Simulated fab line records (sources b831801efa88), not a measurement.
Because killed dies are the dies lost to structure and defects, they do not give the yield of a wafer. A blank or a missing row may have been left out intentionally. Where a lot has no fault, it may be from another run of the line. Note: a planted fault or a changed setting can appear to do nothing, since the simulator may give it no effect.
fab line records + flow gf180mcu
[record]
- lots = 15
- wafers = 45
- last-day = 34
route steps=602 shown MIM@503 V5@545 TOP_METAL@571
lots that met no fault: taken from a fault-free run of the same line
start-h: hours from the record's first day to the start of the lot's first wafer shown + wait-h: hours elapsed since this lot's preceding step + " the same as in the row above + L1.1+2: one row covering several wafers at once + - no value, or no start given + * or withheld: withheld + < > ~ a bound
route shown NAME@n: names a module that has steps shown in the file, with the first one's number in the route + usual: mean and standard deviation over wafers with no fault + same: alike in all rows + chamber/n: place in a boat + sites: per-site readings + _std_site: the standard deviation of these + _edge_site: outer sites' mean less inner sites' + radius-mm: for every site, how far away it sits from the centre of the wafer + mask NAME#n: copy n + behind: the tool/chamber that last shaped the wafer + hold: what put the lot on hold/how long, in hours/how the hold closed + device: the transistor (n, p or np) that didn't switch + end of line: the same wafers' tests at the end of the route + a step without rows: its recipe alone + killed: not the wafer's yield, but the dies lost to structure and defects at the first sort + map: the dies of a wafer, with x for killed, . for not killed, _ for no die there
set.NAME: the setting that was run; set.NAME@STEP: the one run at that earlier step + model.NAME: the simulator's own value behind a step, which no gauge read
a sample of lots followed through the steps of the route, with each step as a table and each wafer as a row
services: from which hour (start-h, from the record's first day; less than 0 if before it) a tool's chamber was out of use, for how many hours, and why
[[steps]]
[step GF_MIM_SPUTTER_00]
[recipe]
- material = Ti
- target-thk-nm = 37.5
- arriving-ion-energy-ev = 80
- substrate-temp-c = 200
- chamber-pressure-pa = 2
- power-w = 4000
- time-s = 150
[usual]
- cathode-dc-power-W = 3999.9/0.73
- chamber-pressure-pa = 1.999/0.0042
- throttle-valve-pct = 30.3/0.99
| lot.wafer | tool           | chamber | start-h | wait-h | cathode-dc-power-W | chamber-pressure-pa | throttle-valve-pct |
|-----------|----------------|---------|---------|--------|--------------------|---------------------|--------------------|
| L479.4    | pvd-sputter-03 | -       | 562.00  | 0.2    | 3999.1             | 1.998               | 30.1               |
| L479.5    | "              | -       | "       | "      | 4000.4             | 1.998               | 30.1               |
| L479.6    | "              | -       | "       | "      | 3999.9             | 1.997               | 30.1               |
| L482.2    | pvd-sputter-02 | -       | 579.15  | 0.1    | 3999.3             | 1.999               | 28.0               |
| L482.5    | "              | -       | "       | "      | 4000.1             | 1.997               | 29.9               |
| L482.6    | "              | -       | "       | "      | 3999.4             | 2.004               | 31.9               |
| L483.2    | pvd-sputter-02 | -       | 600.39  | 0.1    | 4000.4             | 1.995               | 31.2               |
| L483.3    | "              | -       | "       | "      | 4000.3             | 2.007               | 30.0               |
| L483.6    | "              | -       | "       | "      | 4000.3             | 1.999               | 28.2               |
| L484.1    | pvd-sputter-03 | -       | 600.92  | 0.2    | 4001.4             | 2.002               | 31.0               |
| L484.3    | "              | -       | "       | "      | 3998.9             | 1.988               | 29.9               |
| L484.6    | "              | -       | "       | "      | 4000.2             | 1.996               | 31.0               |
| L485.1    | pvd-sputter-02 | -       | 609.48  | 0.1    | 4000.7             | 2.004               | 30.9               |
| L485.5    | "              | -       | "       | "      | 3999.3             | 1.998               | 31.6               |
| L485.6    | "              | -       | "       | "      | 4000.0             | 2.001               | 30.8               |
| L487.3    | pvd-sputter-03 | -       | 630.25  | 0.2    | 3999.0             | 2.001               | 29.9               |
| L487.5    | "              | -       | "       | "      | 4001.8             | 1.996               | 30.3               |
| L487.6    | "              | -       | "       | "      | 3999.5             | 1.994               | 30.9               |
| L488.3    | pvd-sputter-02 | -       | 635.62  | 0.2    | 4000.2             | 2.001               | 29.8               |
| L488.4    | "              | -       | "       | "      | 3999.0             | 2.002               | 28.2               |
| L488.5    | "              | -       | "       | "      | 4000.9             | 1.994               | 31.4               |
| L489.2    | pvd-sputter-02 | -       | 648.43  | 0.2    | 3999.0             | 1.998               | 31.1               |
| L489.3    | "              | -       | "       | "      | 3999.5             | 2.000               | 28.2               |
| L489.6    | "              | -       | "       | "      | 3999.9             | 2.007               | 30.2               |
| L490.1    | pvd-sputter-03 | -       | 657.03  | 0.1    | 4000.1             | 2.000               | 30.2               |
| L490.5    | "              | -       | "       | "      | 3999.6             | 2.007               | 31.2               |
| L490.6    | "              | -       | "       | "      | 4001.0             | 1.997               | 30.0               |
| L491.1    | pvd-sputter-03 | -       | 659.26  | 0.1    | 4000.3             | 1.999               | 30.8               |
| L491.2    | "              | -       | "       | "      | 3999.2             | 1.990               | 30.0               |
| L491.3    | "              | -       | "       | "      | 4000.0             | 1.991               | 30.0               |
| L492.3    | pvd-sputter-02 | -       | 664.82  | 0.2    | 3999.7             | 2.000               | 28.3               |
| L492.5    | "              | -       | "       | "      | 3999.7             | 2.002               | 31.4               |
| L492.6    | "              | -       | "       | "      | 4000.1             | 2.002               | 30.0               |
| L493.1    | pvd-sputter-03 | -       | 673.39  | 0.1    | 3999.2             | 1.994               | 30.1               |
| L493.3    | "              | -       | "       | "      | 4000.1             | 1.988               | 30.0               |
| L493.5    | "              | -       | "       | "      | 3999.8             | 2.000               | 30.1               |
| L499.1    | pvd-sputter-01 | -       | 711.44  | 0.1    | 4000.4             | 2.002               | 31.1               |
| L499.3    | "              | -       | "       | "      | 3999.9             | 2.007               | 30.8               |
| L499.4    | "              | -       | "       | "      | 4001.2             | 2.002               | 30.2               |
| L500.2    | pvd-sputter-01 | -       | 715.57  | 0.2    | 3999.5             | 1.998               | 30.4               |
| L500.5    | "              | -       | "       | "      | 3999.2             | 2.001               | 31.0               |
| L500.6    | "              | -       | "       | "      | 3999.9             | 2.000               | 29.0               |
| L501.1    | pvd-sputter-02 | -       | 721.37  | 0.1    | 4001.4             | 2.001               | 27.9               |
| L501.4    | "              | -       | "       | "      | 3999.4             | 1.998               | 30.0               |
| L501.6    | "              | -       | "       | "      | 3999.8             | 1.997               | 30.8               |
[step GF_V5_BOW_MEAS_05]
[recipe]
- mode = bow
[usual]
- V5_BOW = 133/7.8
| lot.wafer | tool          | chamber | start-h | wait-h | V5_BOW[um] |
|-----------|---------------|---------|---------|--------|------------|
| L479.4    | film-metro-04 | -       | 606.39  | 0.3    | 132        |
| L479.5    | "             | -       | "       | "      | 133        |
| L479.6    | "             | -       | "       | "      | 130        |
| L482.2    | film-metro-01 | -       | 623.28  | 0.2    | 138        |
| L482.5    | "             | -       | "       | "      | 124        |
| L482.6    | "             | -       | "       | "      | 138        |
| L483.2    | film-metro-01 | -       | 644.06  | 0.2    | 134        |
| L483.3    | "             | -       | "       | "      | 135        |
| L483.6    | "             | -       | "       | "      | 139        |
| L484.1    | film-metro-01 | -       | 644.62  | 0.2    | 124        |
| L484.3    | "             | -       | "       | "      | 126        |
| L484.6    | "             | -       | "       | "      | 122        |
| L485.1    | film-metro-01 | -       | 651.14  | 0.2    | 142        |
| L485.5    | "             | -       | "       | "      | 135        |
| L485.6    | "             | -       | "       | "      | 138        |
| L487.3    | film-metro-01 | -       | 671.92  | 0.2    | 127        |
| L487.5    | "             | -       | "       | "      | 133        |
| L487.6    | "             | -       | "       | "      | 139        |
| L488.3    | film-metro-01 | -       | 677.25  | 0.2    | 133        |
| L488.4    | "             | -       | "       | "      | 139        |
| L488.5    | "             | -       | "       | "      | 125        |
| L489.2    | film-metro-01 | -       | 688.85  | 0.2    | 133        |
| L489.3    | "             | -       | "       | "      | 134        |
| L489.6    | "             | -       | "       | "      | 119        |
| L490.1    | film-metro-02 | -       | 696.24  | 0.1    | 146        |
| L490.5    | "             | -       | "       | "      | 138        |
| L490.6    | "             | -       | "       | "      | 136        |
| L491.1    | film-metro-01 | -       | 698.74  | 0.1    | 133        |
| L491.2    | "             | -       | "       | "      | 133        |
| L491.3    | "             | -       | "       | "      | 132        |
| L492.3    | film-metro-04 | -       | 704.80  | 0.2    | 131        |
| L492.5    | "             | -       | "       | "      | 128        |
| L492.6    | "             | -       | "       | "      | 131        |
| L493.1    | film-metro-01 | -       | 713.06  | 0.2    | 124        |
| L493.3    | "             | -       | "       | "      | 125        |
| L493.5    | "             | -       | "       | "      | 131        |
| L499.1    | film-metro-04 | -       | 747.76  | 0.1    | 138        |
| L499.3    | "             | -       | "       | "      | 124        |
| L499.4    | "             | -       | "       | "      | 115        |
| L500.2    | film-metro-01 | -       | 752.19  | 0.2    | 124        |
| L500.5    | "             | -       | "       | "      | 121        |
| L500.6    | "             | -       | "       | "      | 124        |
| L501.1    | film-metro-02 | -       | 758.30  | 0.2    | 142        |
| L501.4    | "             | -       | "       | "      | 147        |
| L501.6    | "             | -       | "       | "      | 146        |
[step GF_V5_SPUTTER_22]
[recipe]
- material = TiN
- target-thk-nm = 10
- chamber-pressure-pa = 5
- power-w = 4000
- time-s = 40
[usual]
- cathode-dc-power-W = 4000.0/0.72
- chamber-pressure-pa = 5.000/0.011
- throttle-valve-pct = 29.9/1.3
| lot.wafer | tool           | chamber | start-h | wait-h | cathode-dc-power-W | chamber-pressure-pa | throttle-valve-pct |
|-----------|----------------|---------|---------|--------|--------------------|---------------------|--------------------|
| L479.4    | pvd-sputter-02 | -       | 628.07  | 0.0    | 3999.3             | 4.987               | 30.9               |
| L479.5    | "              | -       | "       | "      | 3999.7             | 4.983               | 30.0               |
| L479.6    | "              | -       | "       | "      | 3999.5             | 4.992               | 28.2               |
| L482.2    | pvd-sputter-02 | -       | 644.46  | 0.0    | 3999.2             | 5.020               | 30.0               |
| L482.5    | "              | -       | "       | "      | 3999.6             | 5.016               | 29.9               |
| L482.6    | "              | -       | "       | "      | 4001.2             | 4.984               | 28.0               |
| L483.2    | pvd-sputter-04 | -       | 664.92  | 0.0    | 3998.9             | 4.973               | 27.2               |
| L483.3    | "              | -       | "       | "      | 4001.1             | 5.012               | 30.0               |
| L483.6    | "              | -       | "       | "      | 3999.6             | 5.007               | 30.2               |
| L484.1    | pvd-sputter-04 | -       | 665.26  | 0.0    | 4000.1             | 5.007               | 30.4               |
| L484.3    | "              | -       | "       | "      | 4000.1             | 4.986               | 27.0               |
| L484.6    | "              | -       | "       | "      | 4000.3             | 4.986               | 27.3               |
| L485.1    | pvd-sputter-04 | -       | 671.02  | 0.0    | 3999.0             | 5.005               | 29.8               |
| L485.5    | "              | -       | "       | "      | 3999.3             | 4.990               | 29.8               |
| L485.6    | "              | -       | "       | "      | 4000.8             | 4.992               | 30.1               |
| L487.3    | pvd-sputter-02 | -       | 691.30  | 0.0    | 4000.7             | 5.009               | 28.1               |
| L487.5    | "              | -       | "       | "      | 4001.3             | 4.986               | 31.2               |
| L487.6    | "              | -       | "       | "      | 4000.6             | 5.010               | 31.5               |
| L488.3    | pvd-sputter-02 | -       | 696.69  | 0.0    | 3999.3             | 4.984               | 30.0               |
| L488.4    | "              | -       | "       | "      | 3999.9             | 5.011               | 31.8               |
| L488.5    | "              | -       | "       | "      | 4000.3             | 4.999               | 29.5               |
| L489.2    | pvd-sputter-01 | -       | 707.87  | 0.0    | 4000.7             | 5.004               | 30.7               |
| L489.3    | "              | -       | "       | "      | 3999.7             | 5.009               | 28.6               |
| L489.6    | "              | -       | "       | "      | 4000.4             | 5.018               | 28.8               |
| L490.1    | pvd-sputter-04 | -       | 715.09  | 0.0    | 4000.0             | 5.015               | 30.0               |
| L490.5    | "              | -       | "       | "      | 3999.9             | 4.997               | 31.0               |
| L490.6    | "              | -       | "       | "      | 3999.9             | 5.004               | 27.2               |
| L491.1    | pvd-sputter-04 | -       | 717.03  | 0.0    | 3999.9             | 5.002               | 27.1               |
| L491.2    | "              | -       | "       | "      | 3999.6             | 4.988               | 30.1               |
| L491.3    | "              | -       | "       | "      | 3999.5             | 4.979               | 30.7               |
| L492.3    | pvd-sputter-02 | -       | 723.30  | 0.0    | 4000.0             | 4.997               | 28.2               |
| L492.5    | "              | -       | "       | "      | 4000.4             | 4.991               | 30.1               |
| L492.6    | "              | -       | "       | "      | 4000.3             | 4.998               | 28.4               |
| L493.1    | pvd-sputter-02 | -       | 731.21  | 0.0    | 3998.7             | 4.993               | 29.9               |
| L493.3    | "              | -       | "       | "      | 4000.9             | 5.028               | 31.0               |
| L493.5    | "              | -       | "       | "      | 4000.4             | 5.010               | 30.2               |
| L499.1    | pvd-sputter-02 | -       | 765.50  | 0.0    | -                  | -                   | -                  |
| L499.3    | "              | -       | "       | "      | -                  | -                   | -                  |
| L499.4    | "              | -       | "       | "      | -                  | -                   | -                  |
| L500.2    | pvd-sputter-01 | -       | 769.27  | 0.0    | -                  | -                   | -                  |
| L500.5    | "              | -       | "       | "      | -                  | -                   | -                  |
| L500.6    | "              | -       | "       | "      | -                  | -                   | -                  |
| L501.1    | pvd-sputter-04 | -       | 775.32  | 0.0    | -                  | -                   | -                  |
| L501.4    | "              | -       | "       | "      | -                  | -                   | -                  |
| L501.6    | "              | -       | "       | "      | -                  | -                   | -                  |
[step GF_TOP_METAL_SPUTTER_04]
[recipe]
- material = TiN
- target-thk-nm = 25
- power-w = 6500
- time-s = 20.8
- chamber-pressure-pa = 0.4
[usual]
- cathode-dc-power-W = 6500.0/1.2
- chamber-pressure-pa = 0.4000/0.00083
- throttle-valve-pct = 30.1/1.1
| lot.wafer | tool           | chamber | start-h | wait-h | cathode-dc-power-W | chamber-pressure-pa | throttle-valve-pct |
|-----------|----------------|---------|---------|--------|--------------------|---------------------|--------------------|
| L479.4    | pvd-sputter-03 | -       | 628.90  | 0.0    | 6497.5             | 0.3997              | 30.0               |
| L479.5    | "              | -       | "       | "      | 6500.1             | 0.4006              | 30.0               |
| L479.6    | "              | -       | "       | "      | 6499.8             | 0.4003              | 31.3               |
| L482.2    | pvd-sputter-03 | -       | 645.28  | 0.0    | 6498.6             | 0.4001              | 30.3               |
| L482.5    | "              | -       | "       | "      | 6497.9             | 0.3996              | 30.3               |
| L482.6    | "              | -       | "       | "      | 6498.9             | 0.3998              | 31.1               |
| L483.2    | pvd-sputter-03 | -       | 665.75  | 0.0    | 6501.1             | 0.4002              | 31.1               |
| L483.3    | "              | -       | "       | "      | 6499.6             | 0.4004              | 29.9               |
| L483.6    | "              | -       | "       | "      | 6499.0             | 0.3999              | 31.0               |
| L484.1    | pvd-sputter-04 | -       | 666.08  | 0.0    | 6500.6             | 0.3991              | 29.9               |
| L484.3    | "              | -       | "       | "      | 6499.5             | 0.3974              | 27.0               |
| L484.6    | "              | -       | "       | "      | 6501.6             | 0.3998              | 30.0               |
| L485.1    | pvd-sputter-04 | -       | 671.85  | 0.0    | 6502.0             | 0.3999              | 27.1               |
| L485.5    | "              | -       | "       | "      | 6498.7             | 0.4005              | 27.1               |
| L485.6    | "              | -       | "       | "      | 6500.1             | 0.3996              | 30.2               |
| L487.3    | pvd-sputter-01 | -       | 692.13  | 0.0    | 6497.9             | 0.4004              | 28.9               |
| L487.5    | "              | -       | "       | "      | 6497.8             | 0.4010              | 30.8               |
| L487.6    | "              | -       | "       | "      | 6499.9             | 0.3988              | 30.3               |
| L488.3    | pvd-sputter-04 | -       | 697.52  | 0.0    | 6499.9             | 0.4005              | 29.9               |
| L488.4    | "              | -       | "       | "      | 6498.6             | 0.4006              | 30.8               |
| L488.5    | "              | -       | "       | "      | 6501.4             | 0.4013              | 27.1               |
| L489.2    | pvd-sputter-01 | -       | 708.70  | 0.0    | 6500.4             | 0.4013              | 28.7               |
| L489.3    | "              | -       | "       | "      | 6500.8             | 0.4008              | 30.9               |
| L489.6    | "              | -       | "       | "      | 6498.8             | 0.4002              | 31.2               |
| L490.1    | pvd-sputter-03 | -       | 715.91  | 0.0    | 6502.0             | 0.4003              | 31.2               |
| L490.5    | "              | -       | "       | "      | 6498.8             | 0.4007              | 29.9               |
| L490.6    | "              | -       | "       | "      | 6498.9             | 0.3988              | 30.1               |
| L491.1    | pvd-sputter-04 | -       | 717.86  | 0.0    | 6500.2             | 0.4007              | 30.0               |
| L491.2    | "              | -       | "       | "      | 6501.4             | 0.3995              | 31.1               |
| L491.3    | "              | -       | "       | "      | 6501.1             | 0.3996              | 29.9               |
| L492.3    | pvd-sputter-04 | -       | 724.12  | 0.0    | 6500.9             | 0.4012              | 29.7               |
| L492.5    | "              | -       | "       | "      | 6501.4             | 0.4006              | 31.0               |
| L492.6    | "              | -       | "       | "      | 6501.5             | 0.4000              | 29.9               |
| L493.1    | pvd-sputter-03 | -       | 732.15  | 0.0    | 6500.8             | 0.3985              | 31.2               |
| L493.3    | "              | -       | "       | "      | 6499.4             | 0.3988              | 30.1               |
| L493.5    | "              | -       | "       | "      | 6500.1             | 0.3983              | 31.1               |
[[services]]
| tool           | chamber | start-h | hours | kind   |
|----------------|---------|---------|-------|--------|
| pvd-sputter-02 | -       | 581.17  | 1.5   | repair |
| pvd-sputter-01 | -       | 625.85  | 65.9  | repair |
| pvd-sputter-03 | -       | 638.32  | 5.5   | repair |
| pvd-sputter-01 | -       | 663.16  | 5.6   | repair |
| pvd-sputter-04 | -       | 690.89  | 2.5   | repair |
| pvd-sputter-03 | -       | 722.21  | 1.1   | repair |
| pvd-sputter-02 | -       | 755.80  | 1.1   | repair |
[[key]]
[first-sign]
- step = GF_V5_SPUTTER_22
- reading = tool-record
- direction = missing
effect none on later readings
met-at GF_V5_SPUTTER_22
struck-lots L499,L500,L501
later-rows-left-out L499.1,L499.3,L499.4,L500.2,L500.5,L500.6,L501.1,L501.4,L501.6
sort-left-out L499.1,L499.3,L499.4,L500.2,L500.5,L500.6,L501.1,L501.4,L501.6
not-acting-at GF_MIM_SPUTTER_00,GF_V5_BOW_MEAS_05,GF_TOP_METAL_SPUTTER_04
onset-between 731.21 765.50
[fault]
- kind = skipped-step-whole
- tool = pvd-sputter-01,pvd-sputter-02,pvd-sputter-04
- chamber = -
- onset-h = 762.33
- steps = GF_V5_SPUTTER_22
- scope = struck-lots-only
// sort-left-out: the simulated sort isn't trusted on such a fault, so these wafers' sort isn't shown, and their yield isn't known
// later-rows-left-out: the simulator's readings of these wafers behind a module that went badly wrong aren't trusted and aren't shown, but for the sort
